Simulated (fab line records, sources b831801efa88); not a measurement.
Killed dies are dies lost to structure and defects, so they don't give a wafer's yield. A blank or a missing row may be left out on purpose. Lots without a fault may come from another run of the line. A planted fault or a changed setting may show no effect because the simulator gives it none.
fab line records | flow sky130
record lots=24 wafers=72 last_day=50
route steps=708 shown SONOS_ONO@185 RES_PROTECT@214 LDD_P@263 METAL2@502 CAPM@539 METAL3@569
lots that met no fault: from a run of the same line without faults
start_h: hours from the record's first day to the start of the lot's first wafer shown | wait_h: hours since the lot's step before | " the same as in the row above | L1.1+2: a row that stands for several wafers | - no value, or no start given | * or withheld: withheld | < > ~ a bound
route shown NAME@n: a module of which the file shows steps, and the number in the route of the first | usual: mean/standard deviation of fault-free wafers | same: alike in all rows | chamber/n: place in a boat | sites: the reading at each site | _std_site: their standard deviation | _edge_site: outer sites' mean less inner sites' | radius_mm: how far each site lies from the wafer's centre | mask NAME#n: copy n | behind: the tool/chamber that last shaped the wafer | hold: why the lot was held/for how many hours/how that ended | device: the transistor (n, p or np) that didn't switch | end of line: the same wafers' tests at the end of the route | a step without rows: its recipe alone | killed: dies lost to structure and defects at the first sort, not the wafer's yield | map: a wafer's dies, x killed, . not, _ none there
set.NAME: the setting as run; set.NAME@STEP: as run at that earlier step | model.NAME: the simulator's own value behind a step, which no gauge read
steps of the route over a sample of lots; a table a step, a row a wafer
services: from which hour (start_h, from the record's first day; less than 0 if before it) a tool's chamber was out of use, for how many hours, and why
## steps
# step SKY_SONOS_ONO_STRIP_17
# recipe chemistry=O2/N2 power_w=1400 pressure_mtorr=1500 platen_temp_c=withheld o2_flow_sccm=3000 n2_flow_sccm=300 overash_fraction=0.5
# usual chamber_pressure_mTorr=1500.2/1.4 drypump_motor_current_A=5.63/0.27 oes_product_au=0.710/0.0049 strip_time_to_endpoint_s=14.09/0.041
# columns lot.wafer tool chamber start_h wait_h chamber_pressure_mTorr drypump_motor_current_A oes_product_au rf_hours_counter_h strip_time_to_endpoint_s
L074.2 plasma_asher-02 1 276.08 0.0 1499.9 5.47 0.711 15 14.03
L074.4 " 0 " " 1500.7 5.56 0.713 - 14.01
L074.5 " 0 " " 1500.5 5.58 0.712 - 14.05
L075.1 plasma_asher-04 1 287.72 0.0 1499.9 5.94 0.714 59 14.07
L075.4 " 1 " " 1499.8 5.97 0.715 - 14.05
L075.6 " 1 " " 1500.2 5.90 0.712 - 14.07
L076.3 plasma_asher-04 1 295.93 0.0 1499.5 5.91 0.724 - 14.09
L076.4 " 0 " " 1498.2 5.62 0.707 - 14.11
L076.5 " 1 " " 1501.9 5.94 0.705 - 14.09
L077.1 plasma_asher-04 1 304.54 0.0 1501.1 5.91 0.716 61 14.10
L077.4 " 0 " " 1499.5 5.62 0.720 - 14.12
L077.5 " 1 " " 1500.3 5.94 0.708 - 14.15
L078.4 plasma_asher-02 0 312.66 0.0 1499.7 5.53 0.701 - 14.07
L078.5 " 1 " " 1501.7 5.43 0.706 - 14.07
L078.6 " 0 " " 1500.1 5.54 0.712 - 14.11
L079.2 plasma_asher-04 1 327.72 0.0 1502.8 5.96 0.709 63 14.01
L079.4 " 0 " " 1501.2 5.62 0.712 - 14.02
L079.6 " 0 " " 1498.8 5.66 0.710 - 14.00
L080.1 plasma_asher-04 1 334.07 0.0 1500.1 5.91 0.706 64 14.11
L080.5 " 0 " " 1502.3 5.64 0.704 - 14.14
L080.6 " 1 " " 1499.6 5.94 0.711 - 14.12
L081.1 plasma_asher-02 1 335.92 0.0 1499.6 5.45 0.714 20 14.07
L081.2 " 0 " " 1499.8 5.54 0.708 20 14.09
L081.5 " 1 " " 1500.2 5.47 0.698 - 14.04
L082.1 plasma_asher-04 1 344.85 0.0 1499.8 5.91 0.709 65 14.10
L082.3 " 0 " " 1501.2 5.63 0.705 - 14.12
L082.5 " 1 " " 1503.6 5.93 0.712 - 14.11
L083.4 plasma_asher-04 1 353.68 0.0 1499.6 5.91 0.718 - 14.08
L083.5 " 1 " " 1499.2 5.90 0.709 - 14.07
L083.6 " 0 " " 1498.3 5.63 0.703 - 14.15
L084.1 plasma_asher-04 0 367.05 0.0 1500.8 5.64 0.717 67 14.12
L084.3 " 0 " " 1500.1 5.59 0.705 - 14.14
L084.4 " 1 " " 1497.7 5.96 0.703 - 14.11
L085.2 plasma_asher-03 0 371.34 0.0 1498.6 5.12 0.714 68 14.13
L085.3 " 0 " " 1500.9 5.13 0.712 - 14.08
L085.6 " 0 " " 1501.5 5.11 0.703 - 14.08
L086.1 plasma_asher-02 0 376.80 0.0 1503.2 5.58 0.710 24 14.12
L086.4 " 0 " " 1500.4 5.61 0.717 - 14.07
L086.6 " 1 " " 1499.9 5.43 0.718 - 14.04
L087.1 plasma_asher-03 0 386.62 0.0 1504.0 5.16 0.715 70 14.07
L087.2 " 1 " " 1500.4 6.01 0.718 70 14.04
L087.4 " 1 " " 1497.8 6.00 0.703 - 14.01
L088.2 plasma_asher-02 0 393.85 0.0 1502.2 5.55 0.705 26 14.09
L088.4 " 0 " " 1501.7 5.56 0.714 - 14.08
L088.5 " 1 " " 1498.8 5.45 0.708 - 14.11
L089.3 plasma_asher-04 1 402.31 0.0 1499.6 5.88 0.707 - 14.09
L089.5 " 1 " " 1500.8 5.86 0.715 - 14.09
L089.6 " 0 " " 1499.9 5.61 0.705 - 14.06
L090.1 plasma_asher-03 1 408.71 0.0 1499.3 6.01 0.712 72 14.07
L090.4 " 1 " " 1501.4 5.99 0.702 - 14.05
L090.5 " 1 " " 1501.2 6.01 0.713 - 14.10
L091.2 plasma_asher-03 1 418.34 0.0 1498.5 6.04 0.710 73 14.13
L091.3 " 1 " " 1501.7 6.01 0.708 - 14.11
L091.6 " 0 " " 1498.9 5.12 0.707 - 14.13
L092.1 plasma_asher-02 1 429.49 0.0 1501.2 5.46 0.710 29 14.06
L092.2 " 0 " " 1495.9 5.55 0.719 29 14.10
L092.3 " 1 " " 1496.8 5.46 0.716 - 14.11
L093.1 plasma_asher-02 1 436.08 0.0 1499.7 5.45 0.716 29 14.07
L093.3 " 1 " " 1500.8 5.46 0.717 - 14.09
L093.5 " 0 " " 1499.3 5.54 0.712 - 14.01
L094.1 plasma_asher-03 0 441.08 0.0 1501.3 5.15 0.712 76 14.09
L094.4 " 1 " " 1500.4 6.00 0.709 - 14.14
L094.6 " 0 " " 1500.6 5.13 0.713 - 14.08
L095.2 plasma_asher-03 0 452.98 0.0 1500.8 5.13 0.704 78 14.04
L095.3 " 0 " " 1500.4 5.15 0.709 - 14.10
L095.6 " 1 " " 1499.7 6.02 0.710 - 14.07
L096.1 plasma_asher-02 0 458.68 0.0 1500.3 5.60 0.708 32 14.16
L096.2 " 1 " " 1499.8 5.47 0.711 32 14.16
L096.3 " 0 " " 1501.4 5.57 0.706 - 14.18
L097.4 plasma_asher-04 1 469.46 0.0 1498.8 5.89 0.713 - 14.02
L097.5 " 0 " " 1499.2 5.59 0.709 - 14.01
L097.6 " 1 " " 1502.4 5.89 0.705 - 14.04
# step SKY_RES_PROTECT_STRIP_07
# recipe chemistry=O2/N2 power_w=1400 pressure_mtorr=1500 platen_temp_c=withheld o2_flow_sccm=3000 n2_flow_sccm=300 overash_fraction=0.5
# usual chamber_pressure_mTorr=1500.1/1.4 drypump_motor_current_A=5.6/0.35 oes_product_au=0.517/0.004 strip_time_to_endpoint_s=23.29/0.039
# columns lot.wafer tool chamber start_h wait_h chamber_pressure_mTorr drypump_motor_current_A oes_product_au rf_hours_counter_h strip_time_to_endpoint_s
L074.2 plasma_asher-02 1 332.20 0.1 1500.1 5.4 0.518 20 23.28
L074.4 " 0 " " 1498.8 5.6 0.518 - 23.27
L074.5 " 0 " " 1499.5 5.5 0.513 - 23.27
L075.1 plasma_asher-03 1 346.70 0.1 1499.6 6.0 0.514 66 23.30
L075.4 " 1 " " 1500.0 6.0 0.519 - 23.26
L075.6 " 1 " " 1499.0 6.0 0.520 - 23.30
L076.3 plasma_asher-02 0 354.58 0.1 1497.9 5.6 0.513 - 23.26
L076.4 " 1 " " 1500.6 5.4 0.517 - 23.29
L076.5 " 1 " " 1501.2 5.5 0.521 - 23.27
L077.1 plasma_asher-03 0 366.40 0.1 1497.3 5.2 0.522 68 23.28
L077.4 " 1 " " 1500.6 6.0 0.521 - 23.31
L077.5 " 0 " " 1500.4 5.2 0.519 - 23.28
L078.4 plasma_asher-02 1 378.59 0.1 1500.2 5.5 0.518 - 23.29
L078.5 " 1 " " 1500.5 5.5 0.511 - 23.30
L078.6 " 0 " " 1502.3 5.6 0.525 - 23.35
L079.2 plasma_asher-02 1 391.51 0.1 1500.5 5.4 0.521 26 23.23
L079.4 " 1 " " 1500.8 5.5 0.509 - 23.27
L079.6 " 1 " " 1495.5 5.5 0.525 - 23.27
L081.1 plasma_asher-02 1 398.21 0.1 1498.2 5.5 0.514 26 23.21
L081.2 " 0 " " 1497.6 5.5 0.515 26 23.21
L081.5 " 0 " " 1501.1 5.6 0.509 - 23.25
L080.1 plasma_asher-01 1 398.51 0.1 1499.8 5.6 0.518 57 23.30
L080.5 " 0 " " 1501.4 6.3 0.513 - 23.28
L080.6 " 1 " " 1502.3 5.5 0.517 - 23.29
L082.1 plasma_asher-03 1 410.16 0.1 1500.2 6.0 0.511 72 23.31
L082.3 " 1 " " 1500.9 6.0 0.514 - 23.32
L082.5 " 0 " " 1500.5 5.2 0.514 - 23.35
L083.4 plasma_asher-01 1 419.94 0.1 1500.5 5.5 0.516 - 23.30
L083.5 " 0 " " 1500.0 6.4 0.507 - 23.27
L083.6 " 1 " " 1499.2 5.6 0.515 - 23.25
L084.1 plasma_asher-01 0 435.20 0.1 1501.4 6.3 0.517 61 23.30
L084.3 " 0 " " 1499.8 6.4 0.515 - 23.25
L084.4 " 1 " " 1502.4 5.5 0.517 - 23.23
L085.2 plasma_asher-03 0 439.60 0.1 1500.6 5.1 0.514 76 23.28
L085.3 " 1 " " 1501.4 6.0 0.519 - 23.30
L085.6 " 1 " " 1499.2 6.0 0.516 - 23.32
L086.1 plasma_asher-02 0 444.96 0.1 1499.6 5.5 0.520 30 23.35
L086.4 " 0 " " 1499.3 5.6 0.519 - 23.30
L086.6 " 0 " " 1501.6 5.6 0.521 - 23.31
L087.1 plasma_asher-03 0 454.23 0.1 1499.9 5.1 0.514 78 23.30
L087.2 " 1 " " 1501.7 6.0 0.519 78 23.28
L087.4 " 1 " " 1499.4 6.0 0.513 - 23.29
L088.2 plasma_asher-03 1 460.80 0.1 1499.0 6.0 0.521 78 23.32
L088.4 " 1 " " 1501.7 6.0 0.514 - 23.32
L088.5 " 0 " " 1502.1 5.2 0.521 - 23.31
L089.3 plasma_asher-01 1 471.66 0.1 1498.4 5.6 0.518 - 23.36
L089.5 " 0 " " 1499.5 6.3 0.521 - 23.33
L089.6 " 1 " " 1501.1 5.6 0.516 - 23.38
L090.1 plasma_asher-02 0 476.68 0.1 1500.7 5.6 0.518 33 23.27
L090.4 " 1 " " 1500.3 5.5 0.523 - 23.26
L090.5 " 0 " " 1500.3 5.5 0.519 - 23.30
L091.2 plasma_asher-02 0 486.40 0.1 1498.1 5.5 0.509 34 23.20
L091.3 " 1 " " 1499.5 5.5 0.522 - 23.25
L091.6 " 0 " " 1501.3 5.5 0.516 - 23.22
L092.1 plasma_asher-03 0 497.81 0.1 1500.1 5.1 0.513 82 23.27
L092.2 " 1 " " 1500.6 6.0 0.514 82 23.29
L092.3 " 0 " " 1500.4 5.1 0.513 - 23.28
L093.1 plasma_asher-02 0 506.26 0.1 1499.5 5.5 0.521 36 23.25
L093.3 " 1 " " 1500.0 5.4 0.520 - 23.26
L093.5 " 0 " " 1500.1 5.6 0.517 - 23.30
L094.1 plasma_asher-02 1 509.26 0.1 1499.8 5.5 0.515 37 23.38
L094.4 " 0 " " 1498.1 5.6 0.517 - 23.34
L094.6 " 1 " " 1499.1 5.5 0.519 - 23.31
L095.2 plasma_asher-03 1 522.31 0.1 1501.6 6.0 0.513 85 23.39
L095.3 " 0 " " 1501.3 5.1 0.515 - 23.37
L095.6 " 0 " " 1500.7 5.1 0.521 - 23.36
L096.1 plasma_asher-02 0 526.75 0.1 1499.7 5.6 0.511 38 23.32
L096.2 " 1 " " 1499.0 5.4 0.523 38 23.25
L096.3 " 0 " " 1500.3 5.6 0.521 - 23.31
L097.4 plasma_asher-03 1 537.41 0.1 1500.0 6.0 0.521 - 23.30
L097.5 " 0 " " 1501.8 5.1 0.516 - 23.30
L097.6 " 1 " " 1501.2 6.0 0.518 - 23.34
# step SKY_LDD_P_OVL_MEAS_08
# usual LDD_P_OVL=0.1/1.6
# columns lot.wafer tool chamber start_h wait_h LDD_P_OVL[nm]
L074.2 overlay-02 - 424.63 0.1 -0.2
L074.4 " - " " 0.6
L074.5 " - " " -0.1
L075.1 overlay-02 - 441.77 0.1 0.5
L075.4 " - " " 1.5
L075.6 " - " " 1.0
L076.3 overlay-02 - 452.01 0.1 0.5
L076.4 " - " " 0.7
L076.5 " - " " 0.6
L077.1 overlay-01 - 462.13 0.1 2.1
L077.4 " - " " 1.3
L077.5 " - " " 0.6
L078.4 overlay-01 - 479.07 0.1 0.9
L078.5 " - " " 0.5
L078.6 " - " " -0.4
L079.2 overlay-02 - 490.93 0.1 3.0
L079.4 " - " " 0.6
L079.6 " - " " 1.3
L080.1 overlay-02 - 499.78 0.1 -0.6
L080.5 " - " " -1.2
L080.6 " - " " 1.7
L081.1 overlay-01 - 500.95 0.1 -2.1
L081.2 " - " " -1.6
L081.5 " - " " -2.4
L082.1 overlay-02 - 511.95 0.1 1.8
L082.3 " - " " 2.6
L082.5 " - " " 2.0
L083.4 overlay-01 - 521.09 0.1 0.9
L083.5 " - " " 1.6
L083.6 " - " " 1.0
L084.1 overlay-01 - 537.02 0.1 -0.6
L084.3 " - " " -2.8
L084.4 " - " " -1.7
L085.2 overlay-02 - 539.91 0.1 1.5
L085.3 " - " " -0.3
L085.6 " - " " -1.5
L086.1 overlay-02 - 544.75 0.1 -0.8
L086.4 " - " " -1.9
L086.6 " - " " -1.2
L087.1 overlay-02 - 553.93 0.1 -1.6
L087.2 " - " " -1.5
L087.4 " - " " -2.4
L088.2 overlay-01 - 560.13 0.1 -0.3
L088.4 " - " " -0.9
L088.5 " - " " -0.3
L089.3 overlay-01 - 570.58 0.1 1.0
L089.5 " - " " 0.1
L089.6 " - " " 0.9
L090.1 overlay-02 - 574.28 0.1 -0.9
L090.4 " - " " -3.6
L090.5 " - " " -1.8
L091.2 overlay-01 - 582.78 0.1 -3.5
L091.3 " - " " -2.2
L091.6 " - " " -0.4
L092.1 overlay-01 - 593.88 0.1 0.8
L092.2 " - " " -1.2
L092.3 " - " " 1.2
L093.1 overlay-02 - 602.18 0.1 -0.1
L093.3 " - " " 0.5
L093.5 " - " " 0.2
L094.1 overlay-01 - 604.75 0.1 -1.5
L094.4 " - " " -1.1
L094.6 " - " " -1.2
L095.2 overlay-02 - 618.01 0.1 0.3
L095.3 " - " " -1.5
L095.6 " - " " -0.5
L096.1 overlay-02 - 621.78 0.1 4.2
L096.2 " - " " 4.9
L096.3 " - " " 3.7
L097.4 overlay-01 - 632.47 0.1 -0.6
L097.5 " - " " 0.5
L097.6 " - " " 0.2
# step SKY_METAL2_METAL_ETCH_19
# recipe target_depth_a=3600 stop_on=SiO2 over_etch_frac=0.3 time_s=78 chemistry=Cl2/BCl3 resist_sidewall_deg=88 pressure_mtorr=10 icp_w=900 bias_w=48.5 Cl2_flow_sccm=60 bcl3_flow_sccm=30
# usual chamber_pressure_mTorr=9.999/0.012 drypump_motor_current_A=5.5/0.51 oes_product_au=0.855/0.0053 throttle_valve_pct=22.264/0.0089
# columns lot.wafer tool chamber start_h wait_h chamber_pressure_mTorr drypump_motor_current_A oes_product_au rf_hours_counter_h throttle_valve_pct
L074.2 rie_metal-02 1 818.40 0.0 10.006 6.3 0.860 3 22.270
L074.4 " 0 " " 9.997 6.0 0.853 - 22.253
L074.5 " 1 " " 10.003 6.3 0.854 - 22.274
L075.1 rie_metal-03 1 832.31 0.0 10.012 5.8 0.850 4 22.259
L075.4 " 0 " " 9.979 5.0 0.853 - 22.269
L075.6 " 0 " " 9.925 5.0 0.851 - 22.266
L076.3 rie_metal-01 1 839.56 0.1 10.010 4.9 0.869 - 22.264
L076.4 " 0 " " 9.986 5.3 0.856 - 22.249
L076.5 " 1 " " 9.989 4.9 0.858 - 22.254
L077.1 rie_metal-03 0 849.81 0.1 9.996 5.0 0.858 1 22.261
L077.4 " 1 " " 9.995 5.8 0.853 - 22.271
L077.5 " 1 " " 10.007 5.8 0.856 - 22.265
L078.4 rie_metal-02 1 864.36 0.1 10.012 6.3 0.860 - 22.275
L078.5 " 1 " " 9.988 6.4 0.844 - 22.269
L078.6 " 0 " " 10.014 6.0 0.857 - 22.247
L079.2 rie_metal-01 0 873.41 0.0 10.000 5.3 0.863 6 22.268
L079.4 " 0 " " 9.999 5.3 0.854 - 22.250
L079.6 " 0 " " 10.005 5.3 0.867 - 22.267
L080.1 rie_metal-01 0 880.35 0.0 9.998 5.3 0.854 6 22.274
L080.5 " 0 " " 10.024 5.2 0.862 - 22.274
L080.6 " 1 " " 10.011 4.9 0.861 - 22.256
L081.1 rie_metal-02 1 880.56 0.0 10.009 6.3 0.854 5 22.263
L081.2 " 0 " " 9.995 6.0 0.860 10 22.268
L081.5 " 0 " " 9.995 6.0 0.860 - 22.259
L082.1 rie_metal-03 0 889.95 0.0 10.000 5.0 0.858 3 22.254
L082.3 " 1 " " 9.998 5.8 0.859 - 22.250
L082.5 " 0 " " 10.015 5.0 0.860 - 22.267
L083.4 rie_metal-03 0 895.06 0.1 10.003 5.0 0.855 - 22.261
L083.5 " 0 " " 10.004 5.0 0.854 - 22.251
L083.6 " 1 " " 10.012 5.8 0.857 - 22.270
L084.1 rie_metal-01 1 909.45 0.0 9.974 4.9 0.861 13 22.261
L084.3 " 1 " " 10.000 4.9 0.845 - 22.257
L084.4 " 0 " " 9.997 5.3 0.841 - 22.261
L085.2 rie_metal-03 0 912.10 0.0 10.003 5.0 0.849 4 22.266
L085.3 " 1 " " 10.005 5.8 0.853 - 22.264
L085.6 " 1 " " 9.989 5.8 0.852 - 22.264
L086.1 rie_metal-03 1 919.31 0.0 10.011 5.8 0.854 8 22.274
L086.4 " 1 " " 10.008 5.8 0.855 - 22.265
L086.6 " 0 " " 10.020 5.0 0.862 - 22.260
L087.1 rie_metal-01 0 925.16 0.0 10.012 5.3 0.857 8 22.243
L087.2 " 1 " " 10.009 4.9 0.852 13 22.267
L087.4 " 0 " " 9.992 5.3 0.845 - 22.272
L088.2 rie_metal-01 0 930.81 0.0 9.980 5.2 0.849 8 22.265
L088.4 " 0 " " 9.987 5.2 0.849 - 22.260
L088.5 " 0 " " 10.001 5.2 0.851 - 22.272
L089.3 rie_metal-03 1 937.18 0.1 9.988 5.8 0.853 - 22.270
L089.5 " 1 " " 10.007 5.8 0.859 - 22.257
L089.6 " 0 " " 9.990 5.0 0.856 - 22.270
L090.1 rie_metal-01 0 939.85 0.1 10.006 5.2 0.863 9 22.257
L090.4 " 0 " " 9.989 5.3 0.859 - 22.265
L090.5 " 0 " " 10.013 5.2 0.860 - 22.281
L091.2 rie_metal-01 1 946.80 0.0 10.009 4.8 0.852 14 22.262
L091.3 " 0 " " 9.998 5.3 0.854 - 22.266
L091.6 " 1 " " 9.989 4.9 0.860 - 22.262
L092.1 rie_metal-03 1 959.40 0.0 9.994 5.8 0.844 10 22.270
L092.2 " 0 " " 9.997 5.0 0.856 6 22.243
L092.3 " 0 " " 10.011 5.0 0.847 - 22.271
L093.1 rie_metal-02 1 962.70 0.0 10.000 6.4 0.847 9 22.270
L093.3 " 0 " " 9.996 6.0 0.861 - 22.270
L093.5 " 1 " " 9.995 6.4 0.867 - 22.252
L094.1 rie_metal-01 0 970.60 0.0 10.009 5.2 0.854 10 22.258
L094.4 " 0 " " 10.009 5.3 0.848 - 22.251
L094.6 " 1 " " 10.012 4.9 0.848 - 22.260
L095.2 rie_metal-01 0 979.36 0.0 9.997 5.3 0.854 10 22.265
L095.3 " 1 " " 9.968 4.9 0.846 - 22.261
L095.6 " 1 " " 10.013 4.9 0.855 - 22.265
L096.1 rie_metal-02 1 982.20 0.0 9.984 6.3 0.861 11 22.279
L096.2 " 0 " " 9.981 6.0 0.852 15 22.256
L096.3 " 1 " " 9.996 6.3 0.853 - 22.266
L097.4 rie_metal-02 0 987.31 0.1 9.984 5.9 0.842 - 22.270
L097.5 " 0 " " 9.994 5.9 0.856 - 22.288
L097.6 " 1 " " 9.991 6.4 0.851 - 22.267
# step SKY_CAPM_SPUTTER_02
# recipe material=TiN target_thk_nm=200 temp_c=300 power_w=6500 time_s=166.7 chamber_pressure_pa=0.4
# usual throttle_valve_pct=29.9/1.1
# columns lot.wafer tool chamber start_h wait_h throttle_valve_pct
L074.2 pvd_sputter-04 - 847.33 0.0 29.6
L074.4 " - " " 29.7
L074.5 " - " " 29.9
L075.1 pvd_sputter-04 - 861.73 0.1 31.4
L075.4 " - " " 29.9
L075.6 " - " " 31.7
L076.3 pvd_sputter-03 - 868.22 0.0 31.7
L076.4 " - " " 28.6
L076.5 " - " " 29.1
L077.1 pvd_sputter-03 - 879.06 0.1 28.6
L077.4 " - " " 32.1
L077.5 " - " " 28.9
L078.4 pvd_sputter-01 - 893.42 0.0 28.9
L078.5 " - " " 30.6
L078.6 " - " " 30.2
L079.2 pvd_sputter-04 - 902.87 0.0 29.6
L079.4 " - " " 31.6
L079.6 " - " " 29.8
L081.1 pvd_sputter-03 - 909.07 0.1 29.0
L081.2 " - " " 28.5
L081.5 " - " " 29.0
L080.1 pvd_sputter-01 - 909.57 0.1 28.0
L080.5 " - " " 29.0
L080.6 " - " " 28.2
L082.1 pvd_sputter-01 - 918.09 0.1 30.4
L082.3 " - " " 29.0
L082.5 " - " " 28.1
L083.4 pvd_sputter-01 - 922.21 0.0 30.5
L083.5 " - " " 30.6
L083.6 " - " " 30.5
L084.1 pvd_sputter-03 - 937.28 0.1 28.8
L084.3 " - " " 32.0
L084.4 " - " " 29.3
L085.2 pvd_sputter-04 - 939.82 0.0 29.8
L085.3 " - " " 29.7
L085.6 " - " " 31.9
L086.1 pvd_sputter-04 - 947.19 0.1 29.9
L086.4 " - " " 31.6
L086.6 " - " " 29.9
L087.1 pvd_sputter-03 - 952.81 0.1 28.4
L087.2 " - " " 29.4
L087.4 " - " " 32.2
L088.2 pvd_sputter-03 - 958.77 0.0 29.0
L088.4 " - " " 31.7
L088.5 " - " " 31.9
L089.3 pvd_sputter-04 - 964.82 0.0 29.7
L089.5 " - " " 29.8
L089.6 " - " " 30.1
L090.1 pvd_sputter-04 - 967.63 0.1 29.9
L090.4 " - " " 31.7
L090.5 " - " " 29.6
L091.2 pvd_sputter-04 - 974.77 0.0 31.7
L091.3 " - " " 30.0
L091.6 " - " " 29.7
L092.1 pvd_sputter-04 - 987.45 0.1 29.9
L092.2 " - " " 29.6
L092.3 " - " " 29.5
L093.1 pvd_sputter-03 - 990.47 0.1 28.8
L093.3 " - " " 29.0
L093.5 " - " " 29.2
L094.1 pvd_sputter-04 - 997.48 0.1 29.7
L094.4 " - " " 31.8
L094.6 " - " " 30.0
L095.2 pvd_sputter-04 - 1006.07 0.0 31.6
L095.3 " - " " 29.8
L095.6 " - " " 29.8
L096.1 pvd_sputter-04 - 1008.81 0.1 29.7
L096.2 " - " " 29.7
L096.3 " - " " 31.4
L097.4 pvd_sputter-04 - 1013.56 0.0 29.7
L097.5 " - " " 29.8
L097.6 " - " " 29.6
# step SKY_METAL3_STRIP_19
# recipe chemistry=O2/N2 power_w=1400 pressure_mtorr=1500 platen_temp_c=withheld o2_flow_sccm=3000 n2_flow_sccm=300 overash_fraction=0.5
# usual chamber_pressure_mTorr=1499.8/1.4 drypump_motor_current_A=5.69/0.29 oes_product_au=0.503/0.0052 strip_time_to_endpoint_s=6.56/0.082
# columns lot.wafer tool chamber start_h wait_h chamber_pressure_mTorr drypump_motor_current_A oes_product_au rf_hours_counter_h strip_time_to_endpoint_s
L074.2 plasma_asher-04 0 900.43 0.1 1500.2 5.62 0.493 47 6.42
L074.4 " 0 " " 1499.6 5.62 0.499 - 6.63
L074.5 " 1 " " 1500.9 5.93 0.498 - 6.51
L075.1 plasma_asher-02 1 914.91 0.1 1500.9 5.45 0.498 74 6.44
L075.4 " 1 " " 1497.4 5.43 0.497 - 6.45
L075.6 " 1 " " 1498.3 5.47 0.496 - 6.49
L076.3 plasma_asher-01 1 920.10 0.1 1500.0 5.56 0.506 - 6.65
L076.4 " 0 " " 1500.0 6.39 0.509 - 6.67
L076.5 " 0 " " 1499.6 6.36 0.503 - 6.63
L077.1 plasma_asher-02 0 931.13 0.1 1499.5 5.55 0.502 76 6.52
L077.4 " 1 " " 1498.9 5.45 0.499 - 6.48
L077.5 " 0 " " 1500.1 5.55 0.503 - 6.50
L078.4 plasma_asher-04 0 944.95 0.1 1499.2 5.65 0.514 - 6.62
L078.5 " 1 " " 1501.5 5.96 0.503 - 6.54
L078.6 " 0 " " 1498.7 5.66 0.504 - 6.64
L079.2 plasma_asher-02 1 953.76 0.1 1501.2 5.42 0.499 79 6.50
L079.4 " 1 " " 1498.9 5.46 0.510 - 6.60
L079.6 " 0 " " 1499.1 5.57 0.498 - 6.52
L081.1 plasma_asher-02 1 958.29 0.1 1497.6 5.46 0.503 80 6.60
L081.2 " 0 " " 1500.2 5.57 0.501 80 6.51
L081.5 " 0 " " 1500.8 5.56 0.504 - 6.53
L080.1 plasma_asher-01 1 959.66 0.1 1502.7 5.57 0.505 114 6.48
L080.5 " 0 " " 1499.8 6.36 0.504 - 6.45
L080.6 " 1 " " 1499.8 5.55 0.512 - 6.63
L082.1 plasma_asher-01 1 969.21 0.1 1498.4 5.57 0.510 115 6.65
L082.3 " 1 " " 1500.4 5.58 0.504 - 6.49
L082.5 " 0 " " 1501.1 6.34 0.503 - 6.52
L083.4 plasma_asher-02 0 972.43 0.1 1498.4 5.56 0.503 - 6.49
L083.5 " 1 " " 1499.6 5.47 0.505 - 6.55
L083.6 " 0 " " 1501.6 5.54 0.502 - 6.47
L084.1 plasma_asher-01 1 987.86 0.1 1500.8 5.57 0.512 117 6.70
L084.3 " 0 " " 1499.1 6.33 0.508 - 6.65
L084.4 " 1 " " 1501.6 5.56 0.503 - 6.57
L085.2 plasma_asher-01 0 989.76 0.1 1499.3 6.38 0.499 117 6.53
L085.3 " 1 " " 1498.5 5.55 0.499 - 6.44
L085.6 " 0 " " 1500.0 6.36 0.504 - 6.63
L086.1 plasma_asher-02 0 997.44 0.1 1497.5 5.60 0.506 83 6.56
L086.4 " 0 " " 1497.5 5.57 0.504 - 6.56
L086.6 " 1 " " 1500.1 5.44 0.500 - 6.60
L087.1 plasma_asher-04 0 1002.09 0.1 1498.1 5.65 0.509 57 6.61
L087.2 " 1 " " 1498.2 5.95 0.499 57 6.45
L087.4 " 0 " " 1502.2 5.65 0.499 - 6.41
L088.2 plasma_asher-02 0 1007.89 0.1 1501.1 5.53 0.504 84 6.53
L088.4 " 0 " " 1500.1 5.53 0.503 - 6.49
L088.5 " 0 " " 1500.8 5.52 0.502 - 6.49
L089.3 plasma_asher-04 1 1013.92 0.1 1500.5 5.90 0.509 - 6.64
L089.5 " 0 " " 1503.0 5.65 0.494 - 6.52
L089.6 " 1 " " 1500.2 5.88 0.501 - 6.63
L090.1 plasma_asher-04 1 1015.96 0.1 1501.7 5.92 0.510 58 6.53
L090.4 " 0 " " 1500.1 5.66 0.503 - 6.49
L090.5 " 0 " " 1498.9 5.67 0.500 - 6.57
L091.2 plasma_asher-04 1 1023.76 0.1 1503.3 5.92 0.503 59 6.50
L091.3 " 1 " " 1500.2 5.93 0.505 - 6.53
L091.6 " 0 " " 1501.1 5.61 0.500 - 6.46
L092.1 plasma_asher-02 0 1034.79 0.1 1499.2 5.57 0.515 87 6.78
L092.2 " 1 " " 1497.0 5.47 0.504 87 6.52
L092.3 " 1 " " 1500.0 5.43 0.496 - 6.43
L093.1 plasma_asher-02 0 1039.06 0.1 1500.6 5.57 0.499 87 6.38
L093.3 " 0 " " 1497.4 5.57 0.488 - 6.40
L093.5 " 1 " " 1498.4 5.45 0.495 - 6.48
L094.1 plasma_asher-01 0 1045.19 0.1 1501.0 6.36 0.501 122 6.58
L094.4 " 0 " " 1498.2 6.35 0.515 - 6.57
L094.6 " 1 " " 1500.9 5.55 0.507 - 6.53
L095.2 plasma_asher-02 1 1053.19 0.1 1498.7 5.49 0.505 89 6.68
L095.3 " 0 " " 1500.1 5.56 0.504 - 6.69
L095.6 " 0 " " 1496.9 5.59 0.508 - 6.69
L096.1 plasma_asher-02 0 1055.34 0.1 1498.6 5.58 0.504 89 6.63
L096.2 " 1 " " 1499.8 5.50 0.505 89 6.61
L096.3 " 1 " " 1498.6 5.46 0.507 - 6.54
L097.4 plasma_asher-02 0 1060.28 0.1 1500.1 5.54 0.505 - 6.48
L097.5 " 0 " " 1502.2 5.53 0.496 - 6.54
L097.6 " 1 " " 1499.7 5.50 0.505 - 6.76
## services
# columns tool chamber start_h hours kind
plasma_asher-02 - 270.69 1.2 repair
pvd_sputter-04 - 300.70 2.5 repair
pvd_sputter-04 - 324.17 5.4 repair
plasma_asher-04 - 372.60 2.8 repair
pvd_sputter-04 - 375.13 4.8 repair
plasma_asher-03 - 390.90 0.8 repair
plasma_asher-02 - 416.58 8.6 repair
plasma_asher-04 - 417.02 1.9 repair
plasma_asher-04 - 421.25 9.0 pm
pvd_sputter-04 - 426.56 5.1 repair
pvd_sputter-04 - 437.75 9.0 repair
plasma_asher-02 - 624.06 1.2 repair
plasma_asher-03 - 654.32 1.9 repair
plasma_asher-04 - 699.34 7.2 repair
plasma_asher-02 - 709.55 15.6 pm
plasma_asher-03 - 733.75 9.0 pm
plasma_asher-02 - 804.10 0.6 repair
plasma_asher-02 - 825.14 4.0 pm
plasma_asher-04 - 830.09 0.3 repair
plasma_asher-02 - 832.77 9.1 repair
plasma_asher-03 - 933.84 14.6 pm
plasma_asher-04 - 951.30 2.8 pm
plasma_asher-04 - 981.75 1.3 repair
plasma_asher-03 - 985.53 1.4 repair
## key
fault none
